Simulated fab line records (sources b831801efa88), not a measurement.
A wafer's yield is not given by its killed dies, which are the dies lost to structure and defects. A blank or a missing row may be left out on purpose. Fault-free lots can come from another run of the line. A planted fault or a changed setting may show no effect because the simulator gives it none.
The same fault as seen by 2 desks :: flow gf180mcu :: each desk holds nothing but its own numbers, with what lay behind them at the end

FROM THE METROLOGY DESK
Means of the sampled wafers that have a number, per lot and without regard to the tool the lot ran on: this is what the gauges read. Marked OUT: a lot whose mean sits more than 4 standard deviations from the usual mean, which makes it out of limits; the brackets give that distance.
Columns: A = cd nm at GF_V5_CD_MEAS_14, usual 260.5 nm; B = TOP_METAL_ALCU_RS at GF_TOP_METAL_RS_MEAS_05, usual 0.03278 ohm/sq
lot: L583
first seen here: day 27 03:17
A: 260.7
B: 0.03285

lot: L584
first seen here: day 27 06:45
A: 259.9
B: 0.03276

lot: L586
first seen here: day 28 06:10
A: 260.0
B: 0.03251

lot: L587
first seen here: day 28 15:06
A: 260.7
B: 0.03303

lot: L588
first seen here: day 28 19:48
A: 260.6
B: 0.03318

lot: L597
first seen here: day 31 10:48
A: 262.3
B: 0.03260

lot: L600
first seen here: day 32 02:27
A: 261.3
B: 0.03216

lot: L601
first seen here: day 32 08:57
A: 261.4
B: 0.03295

lot: L603
first seen here: day 32 19:41
A: 260.0
B: 0.03294

lot: L604
first seen here: day 33 05:00
A: 261.3
B: 0.03263

lot: L605
first seen here: day 33 08:43
A: 261.0
B: 0.03257

lot: L606
first seen here: day 33 10:18
A: 261.4
B: 0.03258
Finding of this desk: none of the 12 lots has anything out of limits.

FOR THE TOOL OWNER'S DESK: rie diel-04
The tool's own readings at GF_V4_ETCH_16 (etches BARC in N2/H2): means of the sampled wafers that have a number, for each lot that ran on this tool. Marked OUT: a lot whose mean sits more than 4 standard deviations from the usual mean, which makes it out of limits; the brackets give that distance.
Columns: A = drypump motor current A at GF_V4_ETCH_16, usual 5.6 A; B = n2 flow sccm at GF_V4_ETCH_16, usual 100.0 sccm; C = oes product au at GF_V4_ETCH_16, usual 0.855 a.u.; D = throttle valve pct at GF_V4_ETCH_16, usual 13.225 %
lot: L586
first seen here: day 25 12:50
A: 5.3
B: 99.9
C: 0.855
D: 13.229

lot: L587
first seen here: day 25 22:58
A: 5.4
B: 99.8
C: 0.851
D: 13.224

lot: L597
first seen here: day 28 23:54
A: 5.5
B: 100.3
C: 0.855
D: 13.229
Finding of this desk: none of the 3 lots has anything out of limits.

BROUGHT TOGETHER
The metrology desk saw nothing out of limits.
Nothing out of limits was seen by the tool owner's desk.

WHAT HAD BEEN PUT IN BY THE SIMULATOR
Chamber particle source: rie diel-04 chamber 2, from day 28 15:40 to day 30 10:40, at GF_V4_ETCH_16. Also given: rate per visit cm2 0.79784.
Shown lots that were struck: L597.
